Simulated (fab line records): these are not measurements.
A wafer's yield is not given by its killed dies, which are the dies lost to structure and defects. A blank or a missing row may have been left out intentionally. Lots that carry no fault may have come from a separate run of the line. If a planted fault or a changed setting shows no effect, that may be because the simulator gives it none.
Which tool did it? ; flow sky130 ; at 1 step of a route of 708, 6 lots with 18 wafers sampled

WHAT THE GAUGES SHOWED, per wafer
SKY_FIELD_ISO_BOW_MEAS_00.
lot;measured;on;INCOMING_BOW (um)
L306;day 1 20:00;film_metro-02;-4 -4 12
L308;day 2 06:01;film_metro-03;5 4 12
L311;day 2 21:01;film_metro-03;2 1 0
L317;day 4 03:01;film_metro-01;6 1 -16
L319;day 4 13:01;film_metro-01;2 4 2
L322;day 5 04:04;film_metro-02;-6 -3 1

WHAT TOOL EACH LOT RAN ON (gives the tool, then ch and the chambers of the sampled wafers, and finally the start)
The record holds no process step before these readings.

THE ANSWER, worked out from the rows above alone
Rule: usual is defined by the lots themselves. The widest of any qualifying gaps counts: lots, ordered by their means at a reading, are off when they make up no more than a third of the lots, leave a main group of 4 or more, and stand apart from it by 3 or more times the standard deviation of that group's means. Not used: any main group whose means are identical at the precision the tables above print for the reading. Also off: a lot with no number at a reading for which 4 or more lots have one. Any other lot the step has rows for is counted as sound.
No lot is off on any of the readings shown, so nothing can be concluded from this.

WHAT THE SIMULATOR HAD PUT IN
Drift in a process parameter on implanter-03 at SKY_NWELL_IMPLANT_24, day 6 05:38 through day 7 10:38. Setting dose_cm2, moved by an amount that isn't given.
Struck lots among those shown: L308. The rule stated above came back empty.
